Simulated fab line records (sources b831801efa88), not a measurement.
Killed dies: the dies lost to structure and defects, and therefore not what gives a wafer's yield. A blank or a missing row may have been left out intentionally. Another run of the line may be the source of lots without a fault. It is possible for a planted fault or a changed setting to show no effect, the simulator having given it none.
fab line records	flow sky130
[record] lots = 5	wafers = 15	lastDay = 50
route steps=708 shown SONOS_ONO@186 GATE_OXIDE@187 POLY_GATE@204 RES_PROTECT@206 PAD_OPEN@708
lots with no fault: from the same line, run without faults
startH: start of the lot's first displayed wafer, in hours after the record's first day	waitH: hours from the lot's prior step to this one	" as in the row above	L1.1+2: a row that stands for several wafers	- no value, or no start was given	* or withheld: withheld	< > ~ a bound
route shown NAME@n: a module of which the file shows steps, and the number in the route of the first	usual: mean/standard deviation taken from wafers without a fault	same: alike in all rows	chamber/n: place in a boat	sites: per-site readings	_std_site: the standard deviation of these	_edge_site: inner sites' mean taken away from outer sites' mean	radiusMm: for every site, how far away it sits from the centre of the wafer	mask NAME#n: copy n	behind: the most recent tool/chamber to have shaped the wafer	hold: cause of the lot's hold/its duration in hours/its outcome	device: transistor that didn't switch, given as n, p or np	end of line: the same wafers' tests at the end of the route	a step without rows: its recipe alone	killed: dies lost to structure and defects at the first sort, not the wafer's yield	map: the dies of a wafer, with x for killed, . for not killed, _ for no die there
set.NAME: the run value of the setting; set.NAME@STEP: its run value at that earlier step	model.NAME: the simulator's own value behind a step, which no gauge read
lots at selected steps of the route; one table per step, one row per wafer
services: a tool's chamber out of use, with start hour (startH, from the record's first day; less than 0 if before it), hours out, and reason
[[steps]]
[step SKY_SONOS_ONO_WET_ETCH_18]
[recipe] chemistry = H3PO4	targetDepthNm = 15	target = Si3N4	tempC = 160	timeS = 172
[step SKY_GATE_OXIDE_CLEAN_00]
[recipe] chemistry = SC1/SC2	mix = 1:4:20	tempC = 70	timeS = 150	dry = n2Spin
[step SKY_GATE_OXIDE_OXIDATION_01]
[recipe] tempC = 900	ambient = O2	stabiliseS = 600	purgeS = 300	targetThkA = 102.68	oxTimeS = 1473
[step SKY_GATE_OXIDE_THK_MEAS_02]
[recipe] reads = SiO2_of_GATE_OXIDE_OXIDATION_01
[usual] GATE_OXIDE_OXIDATION_00_THK = 10.21/0.15
lot.wafer	tool	chamber	startH	waitH	GATE_OXIDE_OXIDATION_00_THK[nm]
L852.1	filmMetro-03	-	303.40	0.0	10.17
L852.2	"	-	"	"	9.85
L852.5	"	-	"	"	10.14
L862.2	filmMetro-03	-	371.96	0.0	10.17
L862.4	"	-	"	"	10.25
L862.6	"	-	"	"	10.21
L867.3	filmMetro-03	-	431.10	0.0	10.46
L867.4	"	-	"	"	10.27
L867.6	"	-	"	"	10.49
L870.2	filmMetro-01	-	444.10	0.0	10.30
L870.3	"	-	"	"	10.43
L870.5	"	-	"	"	10.12
L873.2	filmMetro-04	-	474.99	0.0	10.39
L873.4	"	-	"	"	10.36
L873.6	"	-	"	"	10.57
[step SKY_GATE_OXIDE_DEHYDRATE_03]
[recipe] tempC = 200	timeS = 60
[step SKY_GATE_OXIDE_HMDS_04]
[recipe] primeTimeS = 60	primeTempC = 120
[step SKY_GATE_OXIDE_COAT_05]
[recipe] resist = NOVOLAK	spinRpm = 3000	resistThkNm = 1140
[step SKY_GATE_OXIDE_SOFTBAKE_06]
[recipe] tempC = 90	timeS = 58.04	resist = NOVOLAK
[step SKY_GATE_OXIDE_EXPOSE_07]
[recipe] maskId = LVOM	na = 0.6	sourceShape = conventional	sigmaOuter = 0.6	polarization = unpolarized	targetCdNm = 600	doseMj = 170
[step SKY_GATE_OXIDE_PEB_08]
[recipe] tempC = withheld	timeS = *	resist = NOVOLAK
[step SKY_GATE_OXIDE_DEVELOP_09]
[recipe] resist = NOVOLAK	developer = TMAH	developTimeS = 60	devTempC = 23
[step SKY_GATE_OXIDE_OVL_MEAS_10]
[usual] GATE_OXIDE_OVL = -0.4/1.3
lot.wafer	tool	chamber	startH	waitH	GATE_OXIDE_OVL[nm]
L852.1	overlay-02	-	328.83	0.1	-1.9
L852.2	"	-	"	"	-1.3
L852.5	"	-	"	"	-1.6
L862.2	overlay-01	-	400.33	0.1	-1.3
L862.4	"	-	"	"	0.1
L862.6	"	-	"	"	0.8
L867.3	overlay-01	-	462.00	0.1	1.1
L867.4	"	-	"	"	0.0
L867.6	"	-	"	"	1.9
L870.2	overlay-01	-	475.09	0.1	-1.9
L870.3	"	-	"	"	-0.1
L870.5	"	-	"	"	-1.9
L873.2	overlay-01	-	505.11	0.1	-1.5
L873.4	"	-	"	"	0.7
L873.6	"	-	"	"	-0.5
[step SKY_GATE_OXIDE_IMPLANT_11]
[recipe] species = B	energyKev = 10	doseCm2 = 2.6e+12	tiltDeg = withheld
lot.wafer	tool	chamber	startH	waitH
L852.1+2+5	implanter-01	0	328.86	0.0
L862.2+4+6	implanter-01	0	400.39	0.0
L867.3+4+6	implanter-04	0	462.07	0.1
L870.2+3+5	implanter-04	0	475.15	0.0
L873.2+4+6	implanter-02	0	505.16	0.0
[step SKY_GATE_OXIDE_WET_ETCH_12]
[recipe] chemistry = dHF	targetDepthNm = 16.8	dry = n2Spin	target = SiO2	dilution = 100:1	tempC = 25	timeS = 336
[step SKY_GATE_OXIDE_STRIP_13]
[recipe] chemistry = O2/N2	powerW = 1400	pressureMtorr = 1500	platenTempC = withheld	o2FlowSccm = 3000	n2FlowSccm = 300	overashFraction = 0.5
[usual] drypumpMotorCurrentA = 6.0/0.48	oesProductAu = 0.715/0.0044	stripTimeToEndpointS = 14.19/0.036
lot.wafer	tool	chamber	startH	waitH	drypumpMotorCurrentA	oesProductAu	rfHoursCounterH	stripTimeToEndpointS
L852.1	plasmaAsher-01	0	329.22	0.0	5.5	0.717	22	14.16
L852.2	"	1	"	"	6.4	0.707	22	14.18
L852.5	"	1	"	"	6.4	0.717	-	14.18
L862.2	plasmaAsher-01	0	400.61	0.0	5.5	0.715	29	14.27
L862.4	"	0	"	"	5.5	0.707	-	14.17
L862.6	"	0	"	"	5.5	0.719	-	14.22
L867.3	plasmaAsher-02	0	462.31	0.0	5.4	0.719	-	14.10
L867.4	"	1	"	"	6.4	0.716	-	14.13
L867.6	"	1	"	"	6.5	0.717	-	14.13
L870.2	plasmaAsher-02	1	475.37	0.0	6.5	0.713	78	14.25
L870.3	"	0	"	"	5.5	0.714	-	14.23
L870.5	"	1	"	"	6.4	0.717	-	14.21
L873.2	plasmaAsher-02	1	505.39	0.0	6.4	0.714	81	14.19
L873.4	"	0	"	"	5.4	0.717	-	14.20
L873.6	"	1	"	"	6.5	0.721	-	14.24
[step SKY_GATE_OXIDE_TW_MEAS_14]
[usual] GATE_OXIDE_TW = 223.7/1.1
lot.wafer	tool	chamber	startH	waitH	GATE_OXIDE_TW
L852.1	filmMetro-04	-	329.32	0.1	223.6
L852.2	"	-	"	"	223.3
L852.5	"	-	"	"	224.1
L862.2	filmMetro-03	-	400.72	0.1	221.4
L862.4	"	-	"	"	221.8
L862.6	"	-	"	"	221.2
L867.3	filmMetro-01	-	462.39	0.1	223.3
L867.4	"	-	"	"	223.2
L867.6	"	-	"	"	223.4
L870.2	filmMetro-03	-	475.48	0.1	223.2
L870.3	"	-	"	"	222.6
L870.5	"	-	"	"	223.5
L873.2	filmMetro-01	-	505.50	0.1	222.8
L873.4	"	-	"	"	223.4
L873.6	"	-	"	"	223.7
[step SKY_GATE_OXIDE_CLEAN_15]
[recipe] chemistry = SC1/SC2	mix = 1:4:20	tempC = 70	timeS = 150	dry = n2Spin
[step SKY_GATE_OXIDE_OXIDATION_16]
[recipe] tempC = 800	ambient = O2	idleTempC = 700	rampUpCPerMin = 10	rampDownCPerMin = 3	stabiliseS = 600	purgeS = 300	targetThkA = 35.7	oxTimeS = 1915
[step SKY_POLY_GATE_CVD_00]
[recipe] material = poly-Si	targetThkNm = 180	tempC = 620	timeS = 720	pressureMtorr = 200
[step SKY_POLY_GATE_THK_MEAS_01]
[recipe] reads = poly-Si_of_POLY_GATE_CVD_00
[usual] POLY_GATE_CVD_00_THK = 180.1/1.7
lot.wafer	tool	chamber	startH	waitH	POLY_GATE_CVD_00_THK[nm]
L852.1	filmMetro-01	-	332.21	0.0	178.7
L852.2	"	-	"	"	180.6
L852.5	"	-	"	"	179.0
L862.2	filmMetro-04	-	404.36	0.0	180.2
L862.4	"	-	"	"	181.1
L862.6	"	-	"	"	180.1
L867.3	filmMetro-04	-	466.94	0.0	178.7
L867.4	"	-	"	"	177.2
L867.6	"	-	"	"	177.7
L870.2	filmMetro-04	-	480.47	0.0	181.4
L870.3	"	-	"	"	181.0
L870.5	"	-	"	"	180.9
L873.2	filmMetro-01	-	508.34	0.0	180.5
L873.4	"	-	"	"	179.3
L873.6	"	-	"	"	180.3
[step SKY_RES_PROTECT_DEHYDRATE_00]
[recipe] tempC = 200	timeS = 60
[step SKY_RES_PROTECT_HMDS_01]
[recipe] primeTimeS = 60	primeTempC = 120
[step SKY_RES_PROTECT_COAT_02]
[recipe] resist = NOVOLAK	spinRpm = 3000	resistThkNm = 1140
[step SKY_RES_PROTECT_SOFTBAKE_03]
[recipe] tempC = 88.9	timeS = 60	resist = NOVOLAK
[step SKY_RES_PROTECT_EXPOSE_04]
[recipe] maskId = RPM	na = 0.6	sourceShape = conventional	sigmaOuter = 0.6	polarization = unpolarized	targetCdNm = 1270	doseMj = 131
[step SKY_RES_PROTECT_PEB_05]
[recipe] tempC = withheld	timeS = *	resist = NOVOLAK
[step SKY_RES_PROTECT_DEVELOP_06]
[recipe] resist = NOVOLAK	developer = TMAH	developTimeS = 60	devTempC = 23
[step SKY_POLY_GATE_IMPLANT_02]
[recipe] species = P	energyKev = 30	doseCm2 = 7.7e+15	tiltDeg = 0
[step SKY_RES_PROTECT_STRIP_07]
[recipe] chemistry = O2/N2	powerW = 1400	pressureMtorr = 1500	platenTempC = withheld	o2FlowSccm = 3000	n2FlowSccm = 300	overashFraction = 0.5
[usual] drypumpMotorCurrentA = 5.9/0.52	oesProductAu = 0.518/0.0044	stripTimeToEndpointS = 23.33/0.041
lot.wafer	tool	chamber	startH	waitH	drypumpMotorCurrentA	oesProductAu	rfHoursCounterH	stripTimeToEndpointS
L852.1	plasmaAsher-04	1	359.72	0.1	5.1	0.523	71	23.30
L852.2	"	0	"	"	6.1	0.515	71	23.30
L852.5	"	0	"	"	6.1	0.522	-	23.25
L862.2	plasmaAsher-04	1	434.30	0.1	5.1	0.515	0	23.34
L862.4	"	1	"	"	5.1	0.514	-	23.36
L862.6	"	0	"	"	6.1	0.522	-	23.42
L867.3	plasmaAsher-02	0	497.85	0.1	5.4	0.521	-	23.34
L867.4	"	1	"	"	6.4	0.514	-	23.39
L867.6	"	0	"	"	5.4	0.511	-	23.36
L870.2	plasmaAsher-04	0	510.85	0.1	6.2	0.518	9	23.30
L870.3	"	0	"	"	6.2	0.514	-	23.39
L870.5	"	0	"	"	6.2	0.519	-	23.34
L873.2	plasmaAsher-02	1	538.77	0.1	6.4	0.519	84	23.35
L873.4	"	1	"	"	6.5	0.519	-	23.34
L873.6	"	0	"	"	5.4	0.509	-	23.36
[step SKY_RES_PROTECT_TW_MEAS_08]
[usual] POLY_GATE_TW = 4017/37
lot.wafer	tool	chamber	startH	waitH	POLY_GATE_TW
L852.1	filmMetro-03	-	359.82	0.1	4011
L852.2	"	-	"	"	4035
L852.5	"	-	"	"	4005
L862.2	filmMetro-03	-	434.41	0.1	4009
L862.4	"	-	"	"	3993
L862.6	"	-	"	"	4006
L867.3	filmMetro-02	-	497.94	0.1	4020
L867.4	"	-	"	"	3977
L867.6	"	-	"	"	3987
L870.2	filmMetro-02	-	510.96	0.1	3981
L870.3	"	-	"	"	3990
L870.5	"	-	"	"	3994
L873.2	filmMetro-03	-	538.88	0.1	4051
L873.4	"	-	"	"	4052
L873.6	"	-	"	"	4047
[step SKY_RES_PROTECT_CLEAN_09]
[recipe] chemistry = SC1/SC2	mix = 1:4:20	tempC = 70	timeS = 150	dry = n2Spin
[step SKY_POLY_GATE_CVD_03]
[recipe] material = Si3N4	precursor = DCS/NH3	targetThkNm = 75	tempC = 770	timeS = 1290	pressureMtorr = 250
[step SKY_POLY_GATE_THK_MEAS_04]
[recipe] reads = Si3N4_of_POLY_GATE_CVD_03
[usual] POLY_GATE_CVD_03_THK = 75.2/0.68
lot.wafer	tool	chamber	startH	waitH	POLY_GATE_CVD_03_THK[nm]
L852.1	filmMetro-01	-	361.30	0.0	74.8
L852.2	"	-	"	"	74.6
L852.5	"	-	"	"	75.2
L862.2	filmMetro-02	-	435.88	0.0	75.4
L862.4	"	-	"	"	76.2
L862.6	"	-	"	"	75.4
L867.3	filmMetro-04	-	499.76	0.0	74.8
L867.4	"	-	"	"	74.7
L867.6	"	-	"	"	74.6
L870.2	filmMetro-01	-	512.70	0.0	74.5
L870.3	"	-	"	"	74.5
L870.5	"	-	"	"	74.1
L873.2	filmMetro-01	-	546.11	0.0	75.1
L873.4	"	-	"	"	75.0
L873.6	"	-	"	"	75.0
[step SKY_POLY_GATE_DEHYDRATE_05]
[recipe] tempC = 200	timeS = 60
[step SKY_POLY_GATE_HMDS_06]
[recipe] primeTimeS = 60	primeTempC = 120
[step SKY_POLY_GATE_COAT_07]
[recipe] resist = BARC	tempC = withheld	timeS = withheld	spinRpm = 3000	resistThkNm = 110
[step SKY_POLY_GATE_COAT_08]
[recipe] resist = KrF-thick	spinRpm = 3000	resistThkNm = 450
[step SKY_POLY_GATE_SOFTBAKE_09]
[recipe] tempC = 100	timeS = 90	resist = KrF-thick
[step SKY_POLY_GATE_EXPOSE_10]
[recipe] maskId = P1M	na = 0.68	sourceShape = conventional	sigmaOuter = 0.6	targetCdNm = 150	doseMj = 28
[step SKY_POLY_GATE_PEB_11]
[recipe] pebTempC = withheld	pebTimeS = withheld	resist = KrF-thick
[step SKY_POLY_GATE_DEVELOP_12]
[recipe] developTimeS = 58.57	resist = KrF-thick	devTempC = 21
[step SKY_POLY_GATE_CD_MEAS_13]
[recipe] targetCdNm = 150
[usual] cdNm = 149.6/1.2
lot.wafer	tool	chamber	startH	waitH	cdNm
L852.1	cdSem-02	-	389.77	-	149.5
L852.2	"	-	"	"	150.1
L852.5	"	-	"	"	149.8
L862.2	cdSem-01	-	466.97	-	149.2
L862.4	"	-	"	"	149.1
L862.6	"	-	"	"	149.8
L867.3	cdSem-02	-	530.17	-	151.5
L867.4	"	-	"	"	150.6
L867.6	"	-	"	"	151.3
L870.2	cdSem-01	-	542.54	-	150.2
L870.3	"	-	"	"	149.4
L870.5	"	-	"	"	149.7
L873.2	cdSem-01	-	576.05	-	149.6
L873.4	"	-	"	"	150.3
L873.6	"	-	"	"	149.4
[step SKY_PAD_OPEN_PROBE_99]
[usual] killed_at_M0_to_M3 = 43/5.9	killed_at_M4_up = 3.3/1.9	killedAtContacts = 24/5.6	killedAtFrontEnd = 15/4.1	killedAtOther = 0.4/0.66	killedDies = 86/9	killedOpen = 47/6.9	killedShort = 39/6.2
[same] grossDies = 492	killedAtBackSide = 0
lot.wafer	tool	chamber	startH	waitH	killed_at_M0_to_M3	killed_at_M4_up	killedAtContacts	killedAtFrontEnd	killedAtOther	killedDies	killedOpen	killedShort	model.etest.tipP.rsOhmSq	model.etest.tipP.rsOhmSqRange	model.etest.pfet_01v8_lvt.driveUaUm	model.etest.nfet_01v8.driveUaUmRange	model.etest.pfet_01v8.driveUaUm	model.etest.pfet_01v8_mvt.driveUaUm	model.etest.pfet_01v8.driveUaUmRange	model.etest.pfet_01v8_hvt.driveUaUm
L852.1	prober-01	-	1087.00	0.1	37	3	26	18	1	85	49	35	6901	292.1	174.1	12.04	194.1	151.1	6.347	144.5
L852.2	prober-01	-	1087.05	0.1	48	3	26	19	3	99	45	51	6905	91.96	174.9	12.25	193.7	151.7	4.935	144.1
L852.5	prober-01	-	1087.20	0.2	43	3	21	18	1	86	40	42	6959	307.7	175.1	9.798	194.1	152.9	6.868	147.6
L862.2	prober-02	-	1145.77	0.1	42	3	25	13	1	84	41	43	7096	272.6	162.9	15.23	186.1	144.2	16.75	137.4
L862.4	prober-02	-	1145.87	0.2	34	3	28	11	0	76	42	34	7044	326.9	161.9	14.63	184.9	141.7	11.48	138.7
L862.6	prober-02	-	1145.97	0.2	36	0	34	8	0	78	45	33	7021	243.5	161.7	15.03	183.6	142.1	9.47	137.2
L867.3	prober-02	-	1176.78	0.2	51	2	26	14	1	94	42	50	6842	153.8	171	8.604	185.3	149.6	9.02	140
L867.4	prober-02	-	1176.83	0.2	31	2	28	13	0	74	38	35	6816	221.1	173.3	7.298	194.6	153	12.56	145.1
L867.6	prober-02	-	1176.93	0.2	38	5	22	10	1	76	39	35	6827	139	171.8	10.27	187.4	148.8	9.225	140.6
L870.2	prober-01	-	1183.62	0.1	34	3	29	19	0	85	50	35	6725	117.6	175	10.49	197.5	153	9.916	146.8
L870.3	prober-01	-	1183.67	0.2	49	3	26	10	0	88	42	46	6810	143.6	172.1	9.466	194.9	152	10.46	145.2
L870.5	prober-01	-	1183.77	0.2	48	5	30	9	0	92	46	46	6785	130.1	172.6	7.974	196.1	154.2	10.21	144.8
L873.2	prober-01	-	1200.40	0.1	35	3	19	11	0	68	40	28	6794	120.3	175.7	7.01	202.5	159.5	8.277	151.2
L873.4	prober-01	-	1200.50	0.2	41	2	22	13	0	78	46	32	6830	156.6	178	10.19	201.8	159.6	10.67	149.8
L873.6	prober-01	-	1200.60	0.2	40	1	24	15	0	80	41	39	6863	107.1	175.3	10.99	200	158.3	3.909	149.8
// killed by level:class
L852.1 CONTACT:geometricParticle:open=10 VIA1:geometricParticle:open=7 FIELD_ISO:geometricParticle:open=6 LI_CONTACT:geometricParticle:open=6 METAL2:geometricParticle:short=5 VIA2:geometricParticle:open=5 LOCAL_INTERCONNECT:geometricParticle:short=4 VIA2:geometricParticle:short=4
L852.2 CONTACT:geometricParticle:open=15 METAL2:geometricParticle:short=11 FIELD_ISO:geometricParticle:short=9 VIA1:geometricParticle:open=7 VIA2:geometricParticle:open=7 VIA3:geometricParticle:open=6 CONTACT:geometricParticle:short=5 METAL3:geometricParticle:short=5
L852.5 CONTACT:geometricParticle:open=9 METAL2:geometricParticle:short=9 VIA1:geometricParticle:short=6 VIA2:geometricParticle:open=6 CONTACT:geometricParticle:short=5 VIA1:geometricParticle:open=5 FIELD_ISO:geometricParticle:open=4 FIELD_ISO:geometricParticle:short=4
L862.2 LI_CONTACT:geometricParticle:open=12 VIA1:geometricParticle:short=10 METAL2:geometricParticle:short=7 VIA2:geometricParticle:open=7 VIA1:geometricParticle:open=6 CONTACT:geometricParticle:open=5 POLY_GATE:geometricParticle:open=4 LOCAL_INTERCONNECT:geometricParticle:short=4
L862.4 CONTACT:geometricParticle:open=12 LI_CONTACT:geometricParticle:open=9 METAL2:geometricParticle:short=7 METAL1:geometricParticle:short=6 VIA1:geometricParticle:open=5 POLY_GATE:geometricParticle:open=4 VIA1:geometricParticle:short=4 FIELD_ISO:geometricParticle:open=3
L862.6 LI_CONTACT:geometricParticle:open=11 CONTACT:geometricParticle:open=10 VIA1:geometricParticle:open=9 METAL2:geometricParticle:short=7 LOCAL_INTERCONNECT:geometricParticle:short=6 VIA1:geometricParticle:short=5 VIA3:geometricParticle:open=5 LI_CONTACT:geometricParticle:short=3
L867.3 CONTACT:geometricParticle:open=11 VIA1:geometricParticle:open=10 METAL1:geometricParticle:short=7 VIA2:geometricParticle:short=5 METAL2:geometricParticle:short=5 VIA3:geometricParticle:open=5 FIELD_ISO:geometricParticle:short=4 LI_CONTACT:geometricParticle:short=4
L867.4 METAL2:geometricParticle:short=8 CONTACT:geometricParticle:open=7 LI_CONTACT:geometricParticle:open=6 CONTACT:geometricParticle:short=6 LOCAL_INTERCONNECT:geometricParticle:short=5 FIELD_ISO:geometricParticle:open=4 FIELD_ISO:geometricParticle:short=4 VIA1:geometricParticle:open=4
L867.6 CONTACT:geometricParticle:open=7 LI_CONTACT:geometricParticle:open=7 VIA3:geometricParticle:open=7 VIA3:geometricParticle:short=7 VIA1:geometricParticle:open=6 VIA2:geometricParticle:open=6 CONTACT:geometricParticle:short=5 METAL4:geometricParticle:short=4
L870.2 VIA1:geometricParticle:open=15 LI_CONTACT:geometricParticle:open=12 FIELD_ISO:geometricParticle:short=8 CONTACT:geometricParticle:open=7 LI_CONTACT:geometricParticle:short=5 VIA2:geometricParticle:open=4 LOCAL_INTERCONNECT:geometricParticle:short=4 VIA1:geometricParticle:short=4
L870.3 METAL2:geometricParticle:short=10 CONTACT:geometricParticle:open=8 VIA1:geometricParticle:open=8 VIA3:geometricParticle:open=7 LI_CONTACT:geometricParticle:open=7 LI_CONTACT:geometricParticle:short=6 METAL1:geometricParticle:short=6 VIA1:geometricParticle:short=5
L870.5 VIA1:geometricParticle:open=12 LI_CONTACT:geometricParticle:open=9 VIA2:geometricParticle:open=7 CONTACT:geometricParticle:open=6 METAL1:geometricParticle:short=6 METAL3:geometricParticle:short=6 LI_CONTACT:geometricParticle:short=5 LOCAL_INTERCONNECT:geometricParticle:short=5
L873.2 VIA1:geometricParticle:open=12 CONTACT:geometricParticle:open=9 LI_CONTACT:geometricParticle:open=6 FIELD_ISO:geometricParticle:short=5 VIA3:geometricParticle:open=4 FIELD_ISO:geometricParticle:open=3 METAL3:geometricParticle:short=3 VIA2:geometricParticle:short=3
L873.4 CONTACT:geometricParticle:open=13 VIA1:geometricParticle:open=7 VIA1:geometricParticle:short=5 LI_CONTACT:geometricParticle:open=5 VIA2:geometricParticle:open=5 VIA2:geometricParticle:short=5 VIA3:geometricParticle:open=5 POLY_GATE:geometricParticle:open=4
L873.6 VIA3:geometricParticle:open=8 POLY_GATE:geometricParticle:short=7 LI_CONTACT:geometricParticle:open=7 VIA1:geometricParticle:open=7 VIA2:geometricParticle:open=7 LOCAL_INTERCONNECT:geometricParticle:short=5 CONTACT:geometricParticle:open=5 LI_CONTACT:geometricParticle:short=4
[[services]]
tool	chamber	startH	hours	kind
implanter-04	-	324.23	2.2	repair
implanter-01	-	333.41	3.4	pm
plasmaAsher-02	-	338.39	8.6	repair
plasmaAsher-01	-	341.42	1.0	repair
plasmaAsher-02	-	370.82	0.4	repair
implanter-04	-	380.09	3.3	repair
plasmaAsher-02	-	380.90	2.1	repair
implanter-02	-	407.28	2.4	repair
plasmaAsher-04	-	421.25	9.0	pm
plasmaAsher-04	0	421.25	9.0	ventCycle
plasmaAsher-04	1	421.25	9.0	ventCycle
plasmaAsher-04	0	430.25	-	clean
plasmaAsher-04	1	430.25	-	clean
implanter-02	-	450.67	6.6	pm
implanter-02	-	458.69	12.0	repair
plasmaAsher-02	-	475.71	2.8	repair
plasmaAsher-04	-	500.80	1.5	repair
implanter-01	-	513.39	2.7	repair
implanter-02	-	523.92	6.8	repair
plasmaAsher-02	-	532.22	3.3	repair
[[key]]
[firstSign] step = SKY_GATE_OXIDE_TW_MEAS_14	reading = GATE_OXIDE_TW	direction = down	sigmas = 2.1	usual = 223.7	struck = 221.5
effect none on later readings
[modelEffect] step = SKY_PAD_OPEN_PROBE_99	value = etest.tipP.rsOhmSq	without = 6946	struck = 7054
metAt SKY_GATE_OXIDE_IMPLANT_11
struckWafers L862.2,L862.4,L862.6
testerLeftOut L862
onsetBetween 328.86 400.39
alsoFits SKY_GATE_OXIDE_STRIP_13:plasmaAsher-01
[fault] kind = processParameterDrift	tool = implanter-01	chamber = -	onsetH = 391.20	steps = SKY_GATE_OXIDE_IMPLANT_11	channel = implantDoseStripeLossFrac	offset = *	shape = step	endH = 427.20
// testerLeftOut: of these lots the tester's yield and bins aren't shown, on N5 and GAA mostly nor the transistor test; their killed dies are dies lost to structure and defects alone, not to doping, threshold or leakage, so they don't give the yield
